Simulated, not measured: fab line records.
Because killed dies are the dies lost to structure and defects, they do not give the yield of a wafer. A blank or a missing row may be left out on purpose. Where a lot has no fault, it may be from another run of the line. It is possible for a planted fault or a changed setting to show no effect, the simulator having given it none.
fab line records ; flow sky130
[record] lots = 24; wafers = 72; lastDay = 50
route steps=708 shown VIA1@479 METAL2@484 CAPM@537 METAL4@599 PAD_OPEN@707
lots that met no fault: taken from a fault-free run of the same line
startH: hours from the record's first day to the start of the lot's first wafer shown ; waitH: how many hours have passed since the lot's step before this one ; " repeats the value in the row above ; L1.1+2: a single row standing in for several wafers ; - value missing, or start not given ; * or withheld: withheld ; < > ~ a bound
route shown NAME@n: names a module that has steps shown in the file, with the first one's number in the route ; usual: average and standard deviation across the fault-free wafers ; same: alike in all rows ; chamber/n: place in a boat ; sites: the reading at each site ; _std_site: their standard deviation ; _edge_site: mean of outer sites minus mean of inner sites ; radiusMm: for every site, how far away it sits from the centre of the wafer ; mask NAME#n: copy n ; behind: the tool/chamber that last shaped the wafer ; hold: why the lot went on hold/how many hours it stayed there/how the hold came to an end ; device: which transistor (n, p or np) failed to switch ; end of line: the route-end tests of the same wafers ; a step given without rows: its recipe and nothing more ; killed: not the wafer's yield, but the dies lost to structure and defects at the first sort ; map: per-die view of a wafer (x killed, . not killed, _ where there is no die)
set.NAME: setting as actually run; set.NAME@STEP: the setting as run at that earlier step ; model.NAME: the simulator's own value behind a step, which no gauge read
route steps across a sampled set of lots; one table per step, one row per wafer
services: when a tool's chamber went out of use (startH, in hours from the record's first day, below 0 if earlier), for how many hours, and the reason
[[steps]]
[step SKY_VIA1_CVD_21]
[recipe] material = W; targetThkNm = 270; timeS = 80.902; tempC = 400; pressureTorr = 40
[usual] heaterPowerW = 920/70
lot.wafer;tool;chamber;startH;waitH;heaterPowerW
L074.2;cvdW-01;0;802.14;0.0;938
L074.3;cvdW-01;1;802.14;0.0;893
L074.4;cvdW-01;0;802.14;0.0;968
L075.2;cvdW-01;0;803.56;0.0;960
L075.3;cvdW-01;1;803.56;0.0;894
L075.4;cvdW-01;0;803.56;0.0;937
L076.1;cvdW-01;0;816.18;0.0;950
L076.4;cvdW-01;1;816.18;0.0;910
L076.5;cvdW-01;1;816.18;0.0;906
L077.1;cvdW-02;0;833.21;0.0;825
L077.4;cvdW-02;0;833.21;0.0;844
L077.6;cvdW-02;0;833.21;0.0;827
L079.1;cvdW-01;0;842.09;0.0;947
L079.2;cvdW-01;1;842.09;0.0;911
L079.6;cvdW-01;1;842.09;0.0;926
L078.1;cvdW-02;1;842.47;0.0;998
L078.3;cvdW-02;1;842.47;0.0;1025
L078.6;cvdW-02;0;842.47;0.0;837
L080.3;cvdW-01;0;842.52;0.1;962
L080.5;cvdW-01;1;842.52;0.1;896
L080.6;cvdW-01;0;842.52;0.1;982
L081.2;cvdW-02;0;871.15;0.0;849
L081.5;cvdW-02;0;871.15;0.0;831
L081.6;cvdW-02;1;871.15;0.0;1026
L083.1;cvdW-02;1;876.28;0.0;1022
L083.2;cvdW-02;0;876.28;0.0;851
L083.5;cvdW-02;1;876.28;0.0;1016
L082.1;cvdW-01;1;880.17;0.0;895
L082.2;cvdW-01;0;880.17;0.0;940
L082.3;cvdW-01;1;880.17;0.0;911
L084.1;cvdW-01;1;884.94;0.0;892
L084.2;cvdW-01;0;884.94;0.0;964
L084.3;cvdW-01;0;884.94;0.0;952
L085.1;cvdW-02;0;896.97;0.0;842
L085.3;cvdW-02;0;896.97;0.0;848
L085.4;cvdW-02;1;896.97;0.0;1032
L086.1;cvdW-02;1;902.64;0.0;996
L086.3;cvdW-02;1;902.64;0.0;1028
L086.6;cvdW-02;0;902.64;0.0;821
L088.1;cvdW-02;1;919.25;0.0;1026
L088.3;cvdW-02;0;919.25;0.0;841
L088.6;cvdW-02;0;919.25;0.0;848
L087.2;cvdW-01;1;920.50;0.0;843
L087.4;cvdW-01;0;920.50;0.0;906
L087.6;cvdW-01;0;920.50;0.0;887
L090.4;cvdW-01;1;922.70;0.1;840
L090.5;cvdW-01;1;922.70;0.1;834
L090.6;cvdW-01;0;922.70;0.1;906
L089.1;cvdW-02;0;923.18;0.0;837
L089.3;cvdW-02;1;923.18;0.0;1024
L089.6;cvdW-02;0;923.18;0.0;828
L091.3;cvdW-02;1;928.48;0.1;1000
L091.4;cvdW-02;0;928.48;0.1;837
L091.5;cvdW-02;0;928.48;0.1;842
L092.1;cvdW-02;0;931.26;0.0;853
L092.4;cvdW-02;1;931.26;0.0;1029
L092.5;cvdW-02;0;931.26;0.0;826
L093.3;cvdW-02;0;944.47;0.1;847
L093.4;cvdW-02;1;944.47;0.1;1012
L093.5;cvdW-02;0;944.47;0.1;839
L094.3;cvdW-01;0;946.15;0.1;907
L094.4;cvdW-01;0;946.15;0.1;893
L094.6;cvdW-01;0;946.15;0.1;903
L095.1;cvdW-02;1;951.64;0.0;1032
L095.5;cvdW-02;1;951.64;0.0;1011
L095.6;cvdW-02;0;951.64;0.0;824
L096.2;cvdW-02;1;961.12;0.0;998
L096.3;cvdW-02;0;961.12;0.0;850
L096.5;cvdW-02;1;961.12;0.0;1015
L097.1;cvdW-01;0;964.10;0.0;910
L097.5;cvdW-01;0;964.10;0.0;887
L097.6;cvdW-01;0;964.10;0.0;922
[step SKY_METAL2_SPUTTER_01]
[recipe] material = TiN; targetThkNm = 20; powerW = 6500; timeS = 16.7; chamberPressurePa = 0.4
[usual] throttleValvePct = 29.9/1.2
lot.wafer;tool;chamber;startH;waitH;throttleValvePct
L074.2;pvdSputter-03;-;802.73;0.0;29.2
L074.3;pvdSputter-03;-;802.73;0.0;28.6
L074.4;pvdSputter-03;-;802.73;0.0;28.8
L075.2;pvdSputter-04;-;804.16;0.0;29.4
L075.3;pvdSputter-04;-;804.16;0.0;32.4
L075.4;pvdSputter-04;-;804.16;0.0;29.2
L076.1;pvdSputter-03;-;816.78;0.0;28.8
L076.4;pvdSputter-03;-;816.78;0.0;30.7
L076.5;pvdSputter-03;-;816.78;0.0;30.9
L077.1;pvdSputter-03;-;833.90;0.0;28.8
L077.4;pvdSputter-03;-;833.90;0.0;29.7
L077.6;pvdSputter-03;-;833.90;0.0;29.7
L079.1;pvdSputter-03;-;842.68;0.0;28.7
L079.2;pvdSputter-03;-;842.68;0.0;29.5
L079.6;pvdSputter-03;-;842.68;0.0;28.7
L078.1;pvdSputter-01;-;843.06;0.0;29.1
L078.3;pvdSputter-01;-;843.06;0.0;29.9
L078.6;pvdSputter-01;-;843.06;0.0;29.1
L080.3;pvdSputter-04;-;843.08;0.0;29.7
L080.5;pvdSputter-04;-;843.08;0.0;32.2
L080.6;pvdSputter-04;-;843.08;0.0;29.5
L081.2;pvdSputter-04;-;871.86;0.0;29.1
L081.5;pvdSputter-04;-;871.86;0.0;32.7
L081.6;pvdSputter-04;-;871.86;0.0;29.7
L083.1;pvdSputter-01;-;876.87;0.0;28.1
L083.2;pvdSputter-01;-;876.87;0.0;29.2
L083.5;pvdSputter-01;-;876.87;0.0;31.0
L082.1;pvdSputter-03;-;880.82;0.0;28.8
L082.2;pvdSputter-03;-;880.82;0.0;29.7
L082.3;pvdSputter-03;-;880.82;0.0;30.5
L084.1;pvdSputter-04;-;885.54;0.0;32.3
L084.2;pvdSputter-04;-;885.54;0.0;29.3
L084.3;pvdSputter-04;-;885.54;0.0;29.6
L085.1;pvdSputter-04;-;897.58;0.0;29.6
L085.3;pvdSputter-04;-;897.58;0.0;32.2
L085.4;pvdSputter-04;-;897.58;0.0;29.2
L086.1;pvdSputter-03;-;903.24;0.0;29.9
L086.3;pvdSputter-03;-;903.24;0.0;28.7
L086.6;pvdSputter-03;-;903.24;0.0;29.6
L088.1;pvdSputter-03;-;919.85;0.0;29.1
L088.3;pvdSputter-03;-;919.85;0.0;29.8
L088.6;pvdSputter-03;-;919.85;0.0;30.9
L087.2;pvdSputter-04;-;921.10;0.0;29.2
L087.4;pvdSputter-04;-;921.10;0.0;29.4
L087.6;pvdSputter-04;-;921.10;0.0;32.5
L090.4;pvdSputter-01;-;923.27;0.0;31.2
L090.5;pvdSputter-01;-;923.27;0.0;29.4
L090.6;pvdSputter-01;-;923.27;0.0;29.1
L089.1;pvdSputter-04;-;923.77;0.0;29.4
L089.3;pvdSputter-04;-;923.77;0.0;30.0
L089.6;pvdSputter-04;-;923.77;0.0;32.2
L091.3;pvdSputter-04;-;929.04;0.0;29.2
L091.4;pvdSputter-04;-;929.04;0.0;32.1
L091.5;pvdSputter-04;-;929.04;0.0;29.3
L092.1;pvdSputter-03;-;931.86;0.0;28.6
L092.4;pvdSputter-03;-;931.86;0.0;29.8
L092.5;pvdSputter-03;-;931.86;0.0;29.2
L093.3;pvdSputter-03;-;945.04;0.0;29.9
L093.4;pvdSputter-03;-;945.04;0.0;29.0
L093.5;pvdSputter-03;-;945.04;0.0;29.3
L094.3;pvdSputter-01;-;946.77;0.0;31.3
L094.4;pvdSputter-01;-;946.77;0.0;29.2
L094.6;pvdSputter-01;-;946.77;0.0;29.4
L095.1;pvdSputter-04;-;952.23;0.0;29.5
L095.5;pvdSputter-04;-;952.23;0.0;32.5
L095.6;pvdSputter-04;-;952.23;0.0;29.3
L096.2;pvdSputter-03;-;961.71;0.0;29.7
L096.3;pvdSputter-03;-;961.71;0.0;28.8
L096.5;pvdSputter-03;-;961.71;0.0;28.9
L097.1;pvdSputter-04;-;964.79;0.0;32.4
L097.5;pvdSputter-04;-;964.79;0.0;29.8
L097.6;pvdSputter-04;-;964.79;0.0;32.4
[step SKY_METAL2_DESCUM_17]
[recipe] chemistry = O2; sourcePowerW = 150; biasPowerW = 0; pressureMtorr = 10; tempC = 40; timeS = 8
[usual] drypumpMotorCurrentA = 5.9/0.52; oesProductAu = 1.000/0.0094
lot.wafer;tool;chamber;startH;waitH;drypumpMotorCurrentA;oesProductAu;rfHoursCounterH
L074.2;rieMetal-04;0;829.99;0.0;5.7;1.002;6
L074.3;rieMetal-04;0;829.99;0.0;5.8;0.992;-
L074.4;rieMetal-04;1;829.99;0.0;6.5;0.988;-
L075.2;rieMetal-02;1;831.14;0.0;5.9;1.003;0
L075.3;rieMetal-02;1;831.14;0.0;5.9;0.997;-
L075.4;rieMetal-02;0;831.14;0.0;5.0;1.002;-
L076.1;rieMetal-04;0;843.34;0.0;5.7;0.997;7
L076.4;rieMetal-04;1;843.34;0.0;6.4;0.997;-
L076.5;rieMetal-04;1;843.34;0.0;6.4;0.991;-
L077.1;rieMetal-02;1;860.24;0.0;5.9;0.994;1
L077.4;rieMetal-02;1;860.24;0.0;5.9;0.999;-
L077.6;rieMetal-02;0;860.24;0.0;5.0;1.007;-
L079.1;rieMetal-04;1;869.34;0.0;6.5;1.002;17
L079.2;rieMetal-04;0;869.34;0.0;5.8;0.998;8
L079.6;rieMetal-04;0;869.34;0.0;5.7;0.996;-
L078.1;rieMetal-04;1;869.99;0.0;6.4;0.989;17
L078.3;rieMetal-04;1;869.99;0.0;6.4;0.991;-
L078.6;rieMetal-04;1;869.99;0.0;6.4;0.991;-
L080.3;rieMetal-03;0;870.35;0.0;6.4;1.027;-
L080.5;rieMetal-03;1;870.35;0.0;6.6;1.012;-
L080.6;rieMetal-03;0;870.35;0.0;6.4;1.010;-
L081.2;rieMetal-04;0;897.80;0.0;5.8;1.004;-
L081.5;rieMetal-04;0;897.80;0.0;5.8;0.998;-
L081.6;rieMetal-04;0;897.80;0.0;5.8;0.997;-
L083.1;rieMetal-02;1;903.12;0.0;5.9;0.993;3
L083.2;rieMetal-02;0;903.12;0.0;5.0;0.999;5
L083.5;rieMetal-02;1;903.12;0.0;6.0;0.998;-
L082.1;rieMetal-04;0;907.09;0.0;5.7;0.988;10
L082.2;rieMetal-04;0;907.09;0.0;5.7;1.002;-
L082.3;rieMetal-04;0;907.09;0.0;5.8;0.985;-
L084.1;rieMetal-04;0;911.34;0.0;5.7;0.993;11
L084.2;rieMetal-04;0;911.34;0.0;5.8;1.000;-
L084.3;rieMetal-04;0;911.34;0.0;5.7;0.994;-
L085.1;rieMetal-02;1;922.74;0.0;6.0;0.999;4
L085.3;rieMetal-02;1;922.74;0.0;5.9;1.007;-
L085.4;rieMetal-02;0;922.74;0.0;5.0;1.016;-
L086.1;rieMetal-04;0;928.92;0.0;5.7;0.986;12
L086.3;rieMetal-04;1;928.92;0.0;6.4;0.992;-
L086.6;rieMetal-04;1;928.92;0.0;6.4;0.995;-
L088.1;rieMetal-02;0;944.67;0.0;5.0;0.995;7
L088.3;rieMetal-02;0;944.67;0.0;5.0;0.995;-
L088.6;rieMetal-02;0;944.67;0.0;5.0;1.003;-
L087.2;rieMetal-04;0;946.19;0.0;5.8;0.984;12
L087.4;rieMetal-04;0;946.19;0.0;5.8;0.981;-
L087.6;rieMetal-04;0;946.19;0.0;5.7;0.996;-
L090.4;rieMetal-03;1;947.80;0.0;6.6;0.996;-
L090.5;rieMetal-03;1;947.80;0.0;6.6;1.005;-
L090.6;rieMetal-03;0;947.80;0.0;6.4;1.017;-
L089.1;rieMetal-02;0;948.74;0.0;5.0;0.993;7
L089.3;rieMetal-02;0;948.74;0.0;5.0;1.008;-
L089.6;rieMetal-02;1;948.74;0.0;6.0;0.996;-
L091.3;rieMetal-03;1;953.41;0.0;6.6;1.002;-
L091.4;rieMetal-03;0;953.41;0.0;6.4;1.013;-
L091.5;rieMetal-03;1;953.41;0.0;6.6;1.005;-
L092.1;rieMetal-02;1;956.69;0.0;5.9;1.003;5
L092.4;rieMetal-02;0;956.69;0.0;5.0;1.000;-
L092.5;rieMetal-02;0;956.69;0.0;5.0;1.003;-
L093.3;rieMetal-03;0;969.65;0.0;6.4;1.014;-
L093.4;rieMetal-03;1;969.65;0.0;6.6;0.993;-
L093.5;rieMetal-03;1;969.65;0.0;6.6;0.989;-
L094.3;rieMetal-04;0;971.70;0.0;5.8;1.000;-
L094.4;rieMetal-04;1;971.70;0.0;6.5;1.004;-
L094.6;rieMetal-04;1;971.70;0.0;6.4;0.995;-
L095.1;rieMetal-03;1;976.55;0.0;6.6;0.994;14
L095.5;rieMetal-03;0;976.55;0.0;6.4;1.022;-
L095.6;rieMetal-03;1;976.55;0.0;6.6;1.004;-
L096.2;rieMetal-03;1;986.07;0.0;6.6;0.999;14
L096.3;rieMetal-03;0;986.07;0.0;6.4;1.027;-
L096.5;rieMetal-03;0;986.07;0.0;6.4;1.018;-
L097.1;rieMetal-02;1;989.24;0.0;5.9;0.998;7
L097.5;rieMetal-02;0;989.24;0.0;5.0;1.005;-
L097.6;rieMetal-02;1;989.24;0.0;5.9;0.993;-
[step SKY_CAPM_CVD_00]
[recipe] material = SiO2; targetThkNm = 15.5; tempC = 400; timeS = withheld; rfW = 450
[usual] heaterPowerW = 667/65
lot.wafer;tool;chamber;startH;waitH;heaterPowerW
L074.2;pecvd-01;0;860.95;0.0;550
L074.3;pecvd-01;2;860.95;0.0;584
L074.4;pecvd-01;2;860.95;0.0;588
L075.2;pecvd-02;0;861.15;0.0;713
L075.3;pecvd-02;1;861.15;0.0;636
L075.4;pecvd-02;1;861.15;0.0;647
L076.1;pecvd-01;1;873.31;0.0;606
L076.4;pecvd-01;1;873.31;0.0;608
L076.5;pecvd-01;2;873.31;0.0;707
L077.1;pecvd-02;2;889.12;0.0;708
L077.4;pecvd-02;2;889.12;0.0;707
L077.6;pecvd-02;1;889.12;0.0;610
L079.1;pecvd-02;2;898.15;0.0;771
L079.2;pecvd-02;1;898.15;0.0;625
L079.6;pecvd-02;2;898.15;0.0;742
L078.1;pecvd-01;2;898.80;0.0;631
L078.3;pecvd-01;1;898.80;0.0;594
L078.6;pecvd-01;1;898.80;0.0;592
L080.3;pecvd-02;2;899.32;0.0;646
L080.5;pecvd-02;1;899.32;0.0;570
L080.6;pecvd-02;2;899.32;0.0;648
L081.2;pecvd-01;0;925.55;0.0;668
L081.5;pecvd-01;0;925.55;0.0;655
L081.6;pecvd-01;2;925.55;0.0;684
L083.1;pecvd-01;1;931.40;0.0;653
L083.2;pecvd-01;0;931.40;0.0;662
L083.5;pecvd-01;1;931.40;0.0;638
L082.1;pecvd-03;0;935.55;0.0;567
L082.2;pecvd-03;2;935.55;0.0;688
L082.3;pecvd-03;1;935.55;0.0;652
L084.1;pecvd-02;2;939.70;0.0;739
L084.2;pecvd-02;1;939.70;0.0;637
L084.3;pecvd-02;0;939.70;0.0;863
L085.1;pecvd-02;2;950.05;0.0;722
L085.3;pecvd-02;0;950.05;0.0;771
L085.4;pecvd-02;1;950.05;0.0;657
L086.1;pecvd-03;0;955.76;0.0;660
L086.3;pecvd-03;1;955.76;0.0;667
L086.6;pecvd-03;2;955.76;0.0;662
L088.1;pecvd-03;0;972.30;0.0;659
L088.3;pecvd-03;1;972.30;0.0;726
L088.6;pecvd-03;2;972.30;0.0;755
L087.2;pecvd-03;1;973.30;0.0;724
L087.4;pecvd-03;2;973.30;0.0;714
L087.6;pecvd-03;1;973.30;0.0;720
L090.4;pecvd-01;0;975.04;0.0;621
L090.5;pecvd-01;1;975.04;0.0;586
L090.6;pecvd-01;2;975.04;0.0;579
L089.1;pecvd-03;2;976.45;0.0;751
L089.3;pecvd-03;0;976.45;0.0;711
L089.6;pecvd-03;0;976.45;0.0;691
L091.3;pecvd-03;0;980.55;0.0;682
L091.4;pecvd-03;2;980.55;0.0;688
L091.5;pecvd-03;0;980.55;0.0;675
L092.1;pecvd-02;1;984.23;0.0;593
L092.4;pecvd-02;2;984.23;0.0;748
L092.5;pecvd-02;1;984.23;0.0;600
L093.3;pecvd-02;2;996.86;0.0;765
L093.4;pecvd-02;0;996.86;0.0;771
L093.5;pecvd-02;0;996.86;0.0;765
L094.3;pecvd-03;0;998.00;0.0;651
L094.4;pecvd-03;1;998.00;0.0;722
L094.6;pecvd-03;0;998.00;0.0;661
L095.1;pecvd-03;2;1003.20;0.0;674
L095.5;pecvd-03;2;1003.20;0.0;676
L095.6;pecvd-03;0;1003.20;0.0;700
L096.2;pecvd-03;1;1012.40;0.0;632
L096.3;pecvd-03;2;1012.40;0.0;656
L096.5;pecvd-03;1;1012.40;0.0;640
L097.1;pecvd-01;0;1015.35;0.0;611
L097.5;pecvd-01;0;1015.35;0.0;626
L097.6;pecvd-01;2;1015.35;0.0;572
[step SKY_METAL4_SPUTTER_01]
[recipe] material = TiN; targetThkNm = 20; powerW = 6500; timeS = 16.7; chamberPressurePa = 0.4
[usual] throttleValvePct = 29.4/1
lot.wafer;tool;chamber;startH;waitH;throttleValvePct
L074.2;pvdSputter-03;-;940.96;0.0;28.8
L074.3;pvdSputter-03;-;940.96;0.0;29.4
L074.4;pvdSputter-03;-;940.96;0.0;29.2
L075.2;pvdSputter-03;-;942.76;0.0;29.7
L075.3;pvdSputter-03;-;942.76;0.0;29.0
L075.4;pvdSputter-03;-;942.76;0.0;28.5
L076.1;pvdSputter-01;-;952.25;0.0;28.2
L076.4;pvdSputter-01;-;952.25;0.0;29.3
L076.5;pvdSputter-01;-;952.25;0.0;31.3
L077.1;pvdSputter-03;-;967.10;0.0;30.7
L077.4;pvdSputter-03;-;967.10;0.0;28.7
L077.6;pvdSputter-03;-;967.10;0.0;28.7
L079.1;pvdSputter-01;-;976.43;0.0;28.9
L079.2;pvdSputter-01;-;976.43;0.0;31.5
L079.6;pvdSputter-01;-;976.43;0.0;28.4
L078.1;pvdSputter-01;-;976.73;0.0;29.6
L078.3;pvdSputter-01;-;976.73;0.0;29.1
L078.6;pvdSputter-01;-;976.73;0.0;28.3
L080.3;pvdSputter-02;-;977.28;0.0;30.1
L080.5;pvdSputter-02;-;977.28;0.0;28.1
L080.6;pvdSputter-02;-;977.28;0.0;30.0
L081.2;pvdSputter-03;-;1002.17;0.0;28.7
L081.5;pvdSputter-03;-;1002.17;0.0;28.8
L081.6;pvdSputter-03;-;1002.17;0.0;29.4
L083.1;pvdSputter-03;-;1008.22;0.0;29.2
L083.2;pvdSputter-03;-;1008.22;0.0;31.0
L083.5;pvdSputter-03;-;1008.22;0.0;28.9
L082.1;pvdSputter-02;-;1010.93;0.0;29.0
L082.2;pvdSputter-02;-;1010.93;0.0;30.1
L082.3;pvdSputter-02;-;1010.93;0.0;28.8
L084.1;pvdSputter-01;-;1014.85;0.0;31.3
L084.2;pvdSputter-01;-;1014.85;0.0;29.0
L084.3;pvdSputter-01;-;1014.85;0.0;29.1
L085.1;pvdSputter-01;-;1024.34;0.0;29.2
L085.3;pvdSputter-01;-;1024.34;0.0;28.2
L085.4;pvdSputter-01;-;1024.34;0.0;29.6
L086.1;pvdSputter-03;-;1030.05;0.0;29.7
L086.3;pvdSputter-03;-;1030.05;0.0;29.0
L086.6;pvdSputter-03;-;1030.05;0.0;28.8
L088.1;pvdSputter-02;-;1046.18;0.0;28.8
L088.3;pvdSputter-02;-;1046.18;0.0;29.7
L088.6;pvdSputter-02;-;1046.18;0.0;30.0
L087.2;pvdSputter-01;-;1047.43;0.0;28.3
L087.4;pvdSputter-01;-;1047.43;0.0;29.7
L087.6;pvdSputter-01;-;1047.43;0.0;29.8
L090.4;pvdSputter-01;-;1048.47;0.0;28.4
L090.5;pvdSputter-01;-;1048.47;0.0;31.1
L090.6;pvdSputter-01;-;1048.47;0.0;29.6
L089.1;pvdSputter-02;-;1049.37;0.0;28.8
L089.3;pvdSputter-02;-;1049.37;0.0;27.7
L089.6;pvdSputter-02;-;1049.37;0.0;29.0
L091.3;pvdSputter-02;-;1053.71;0.0;28.7
L091.4;pvdSputter-02;-;1053.71;0.0;27.7
L091.5;pvdSputter-02;-;1053.71;0.0;30.0
L092.1;pvdSputter-02;-;1057.19;0.0;28.8
L092.4;pvdSputter-02;-;1057.19;0.0;28.7
L092.5;pvdSputter-02;-;1057.19;0.0;28.0
L093.3;pvdSputter-02;-;1067.31;0.0;28.7
L093.4;pvdSputter-02;-;1067.31;0.0;28.9
L093.5;pvdSputter-02;-;1067.31;0.0;29.7
L094.3;pvdSputter-01;-;1069.91;0.0;29.7
L094.4;pvdSputter-01;-;1069.91;0.0;31.3
L094.6;pvdSputter-01;-;1069.91;0.0;28.2
L095.1;pvdSputter-01;-;1074.74;0.0;28.9
L095.5;pvdSputter-01;-;1074.74;0.0;29.7
L095.6;pvdSputter-01;-;1074.74;0.0;29.0
L096.2;pvdSputter-03;-;1081.46;0.0;29.6
L096.3;pvdSputter-03;-;1081.46;0.0;29.2
L096.5;pvdSputter-03;-;1081.46;0.0;28.6
L097.1;pvdSputter-02;-;1084.95;0.0;29.8
L097.5;pvdSputter-02;-;1084.95;0.0;27.9
L097.6;pvdSputter-02;-;1084.95;0.0;29.9
[step SKY_PAD_OPEN_BOW_MEAS_13]
[recipe] mode = bow
[usual] PAD_OPEN_BOW = 44/9.1
lot.wafer;tool;chamber;startH;waitH;PAD_OPEN_BOW[um]
L074.2;filmMetro-02;-;1085.29;-;43
L074.3;filmMetro-02;-;1085.29;-;46
L074.4;filmMetro-02;-;1085.29;-;31
L075.2;filmMetro-01;-;1089.38;-;46
L075.3;filmMetro-01;-;1089.38;-;35
L075.4;filmMetro-01;-;1089.38;-;35
L076.1;filmMetro-01;-;1095.24;-;33
L076.4;filmMetro-01;-;1095.24;-;44
L076.5;filmMetro-01;-;1095.24;-;44
L077.1;filmMetro-02;-;1106.31;-;38
L077.4;filmMetro-02;-;1106.31;-;34
L077.6;filmMetro-02;-;1106.31;-;48
L079.1;filmMetro-01;-;1115.87;-;39
L079.2;filmMetro-01;-;1115.87;-;46
L079.6;filmMetro-01;-;1115.87;-;42
L078.1;filmMetro-01;-;1116.86;-;58
L078.3;filmMetro-01;-;1116.86;-;48
L078.6;filmMetro-01;-;1116.86;-;52
L080.3;filmMetro-01;-;1117.41;-;29
L080.5;filmMetro-01;-;1117.41;-;24
L080.6;filmMetro-01;-;1117.41;-;30
L081.2;filmMetro-01;-;1138.36;-;47
L081.5;filmMetro-01;-;1138.36;-;33
L081.6;filmMetro-01;-;1138.36;-;35
L083.1;filmMetro-02;-;1143.17;-;45
L083.2;filmMetro-02;-;1143.17;-;52
L083.5;filmMetro-02;-;1143.17;-;51
L082.1;filmMetro-01;-;1144.69;-;22
L082.2;filmMetro-01;-;1144.69;-;41
L082.3;filmMetro-01;-;1144.69;-;22
L084.1;filmMetro-02;-;1145.84;-;53
L084.2;filmMetro-02;-;1145.84;-;41
L084.3;filmMetro-02;-;1145.84;-;42
L085.1;filmMetro-03;-;1155.62;-;43
L085.3;filmMetro-03;-;1155.62;-;40
L085.4;filmMetro-03;-;1155.62;-;50
L086.1;filmMetro-02;-;1159.33;-;42
L086.3;filmMetro-02;-;1159.33;-;40
L086.6;filmMetro-02;-;1159.33;-;43
L088.1;filmMetro-01;-;1173.19;-;43
L088.3;filmMetro-01;-;1173.19;-;46
L088.6;filmMetro-01;-;1173.19;-;34
L087.2;filmMetro-02;-;1174.19;-;45
L087.4;filmMetro-02;-;1174.19;-;52
L087.6;filmMetro-02;-;1174.19;-;44
L090.4;filmMetro-02;-;1175.07;-;56
L090.5;filmMetro-02;-;1175.07;-;54
L090.6;filmMetro-02;-;1175.07;-;49
L089.1;filmMetro-03;-;1176.52;-;77
L089.3;filmMetro-03;-;1176.52;-;50
L089.6;filmMetro-03;-;1176.52;-;55
L091.3;filmMetro-01;-;1180.06;-;55
L091.4;filmMetro-01;-;1180.06;-;45
L091.5;filmMetro-01;-;1180.06;-;49
L092.1;filmMetro-02;-;1184.93;-;55
L092.4;filmMetro-02;-;1184.93;-;59
L092.5;filmMetro-02;-;1184.93;-;56
L093.3;filmMetro-01;-;1189.26;-;40
L093.4;filmMetro-01;-;1189.26;-;36
L093.5;filmMetro-01;-;1189.26;-;27
L094.3;filmMetro-03;-;1190.63;-;38
L094.4;filmMetro-03;-;1190.63;-;60
L094.6;filmMetro-03;-;1190.63;-;49
L095.1;filmMetro-02;-;1194.80;-;42
L095.5;filmMetro-02;-;1194.80;-;53
L095.6;filmMetro-02;-;1194.80;-;55
L096.2;filmMetro-02;-;1200.69;-;49
L096.3;filmMetro-02;-;1200.69;-;50
L096.5;filmMetro-02;-;1200.69;-;48
L097.1;filmMetro-01;-;1201.85;-;40
L097.5;filmMetro-01;-;1201.85;-;52
L097.6;filmMetro-01;-;1201.85;-;41
[[services]]
tool;chamber;startH;hours;kind
pvdSputter-03;-;779.33;2.3;repair
pvdSputter-03;-;787.53;5.8;repair
pvdSputter-03;-;790.61;3.0;repair
rieMetal-04;0;793.06;2.5;repair
pvdSputter-02;-;799.91;0.6;repair
pvdSputter-02;-;825.87;0.9;repair
cvdW-02;1;830.58;3.5;repair
pvdSputter-01;-;838.64;1.0;repair
rieMetal-04;-;850.53;2.8;pm
pecvd-03;-;871.43;28.1;pm
cvdW-02;-;884.57;0.4;repair
rieMetal-04;0;895.52;1.1;repair
cvdW-01;-;904.00;14.0;pm
cvdW-01;1;938.04;33.8;repair
cvdW-02;-;955.42;1.4;repair
pvdSputter-04;-;956.48;3.4;repair
cvdW-02;-;958.81;1.4;repair
rieMetal-04;1;984.58;26.9;repair
rieMetal-04;-;990.50;0.8;repair
cvdW-02;0;999.74;7.0;repair
pvdSputter-01;-;1000.82;4.7;repair
cvdW-02;-;1036.44;14.6;pm
pvdSputter-03;-;1039.81;9.0;repair
pvdSputter-03;-;1065.12;14.2;repair
[[key]]
fault none
